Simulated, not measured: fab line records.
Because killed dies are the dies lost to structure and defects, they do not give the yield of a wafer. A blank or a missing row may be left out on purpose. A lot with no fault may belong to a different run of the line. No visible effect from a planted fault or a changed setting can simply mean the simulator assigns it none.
Which tool was responsible? || flow gf180mcu || 12 lots with 36 wafers sampled at 2 steps, on a route of 602 steps

## WHAT THE GAUGES READ, wafer by wafer
GF_HV_LDD_RS_MEAS_53: measures by four-point-probe.
{"lot": "L075", "measured": "day 13 05:45", "on": "filmMetro-01", "HV_LDD_RS (ohm/sq)": "416.8 416.6 416.5"}
{"lot": "L077", "measured": "day 13 19:11", "on": "filmMetro-02", "HV_LDD_RS (ohm/sq)": "419.8 418.0 420.4"}
{"lot": "L079", "measured": "day 14 11:47", "on": "filmMetro-01", "HV_LDD_RS (ohm/sq)": "417.1 417.1 417.6"}
{"lot": "L081", "measured": "day 15 07:12", "on": "filmMetro-02", "HV_LDD_RS (ohm/sq)": "418.6 420.7 418.7"}
{"lot": "L083", "measured": "day 15 21:20", "on": "filmMetro-02", "HV_LDD_RS (ohm/sq)": "418.5 418.7 419.1"}
{"lot": "L085", "measured": "day 16 07:55", "on": "filmMetro-02", "HV_LDD_RS (ohm/sq)": "419.9 417.6 419.8"}
{"lot": "L087", "measured": "day 17 04:45", "on": "filmMetro-04", "HV_LDD_RS (ohm/sq)": "419.3 418.0 419.1"}
{"lot": "L089", "measured": "day 17 22:02", "on": "filmMetro-02", "HV_LDD_RS (ohm/sq)": "419.1 419.5 419.9"}
{"lot": "L091", "measured": "day 18 13:31", "on": "filmMetro-01", "HV_LDD_RS (ohm/sq)": "415.2 415.8 417.2"}
{"lot": "L093", "measured": "day 19 05:13", "on": "filmMetro-04", "HV_LDD_RS (ohm/sq)": "417.8 418.6 418.2"}
{"lot": "L095", "measured": "day 20 00:14", "on": "filmMetro-01", "HV_LDD_RS (ohm/sq)": "415.6 416.7 416.8"}
{"lot": "L097", "measured": "day 20 13:25", "on": "filmMetro-04", "HV_LDD_RS (ohm/sq)": "418.1 419.7 418.0"}

## TOOL THAT RAN EACH LOT (tool first, then ch and the chambers of the sampled wafers, then the start)
{"lot": "L075", "GF_HV_LDD_STRIP_49": "plasmaAsher-01 ch 0,1, day 13 05:29"}
{"lot": "L077", "GF_HV_LDD_STRIP_49": "plasmaAsher-01 ch 0,1, day 13 18:55"}
{"lot": "L079", "GF_HV_LDD_STRIP_49": "plasmaAsher-04 ch 1, day 14 11:29"}
{"lot": "L081", "GF_HV_LDD_STRIP_49": "plasmaAsher-02 ch 0,1, day 15 06:56"}
{"lot": "L083", "GF_HV_LDD_STRIP_49": "plasmaAsher-04 ch 0,1, day 15 21:02"}
{"lot": "L085", "GF_HV_LDD_STRIP_49": "plasmaAsher-04 ch 0,1, day 16 07:38"}
{"lot": "L087", "GF_HV_LDD_STRIP_49": "plasmaAsher-04 ch 0,1, day 17 04:29"}
{"lot": "L089", "GF_HV_LDD_STRIP_49": "plasmaAsher-04 ch 0,1, day 17 21:44"}
{"lot": "L091", "GF_HV_LDD_STRIP_49": "plasmaAsher-02 ch 0,1, day 18 13:13"}
{"lot": "L093", "GF_HV_LDD_STRIP_49": "plasmaAsher-01 ch 0,1, day 19 04:55"}
{"lot": "L095", "GF_HV_LDD_STRIP_49": "plasmaAsher-02 ch 0,1, day 19 23:55"}
{"lot": "L097", "GF_HV_LDD_STRIP_49": "plasmaAsher-02 ch 0,1, day 20 13:07"}
- GF_HV_LDD_STRIP_49: strips in O2/N2.

## THE ANSWER, worked out from the rows above alone
Rule: usual is defined by the lots themselves. Put in order of their means at a reading, lots are off if they are a third of the lots or fewer, leave a main group of 4 or more, and stand apart from it by a gap of 3 or more times the standard deviation of the main group's means; of several such gaps the widest counts. A main group whose means are all the same, to the digits that the tables above print for the reading, isn't used. Also off: a lot with no number at a reading for which 4 or more lots have one. The other lots that the step has rows for count as sound.
Nothing can be told from this: no lot is off at any reading shown.

## WHAT THE SIMULATOR HAD INSERTED
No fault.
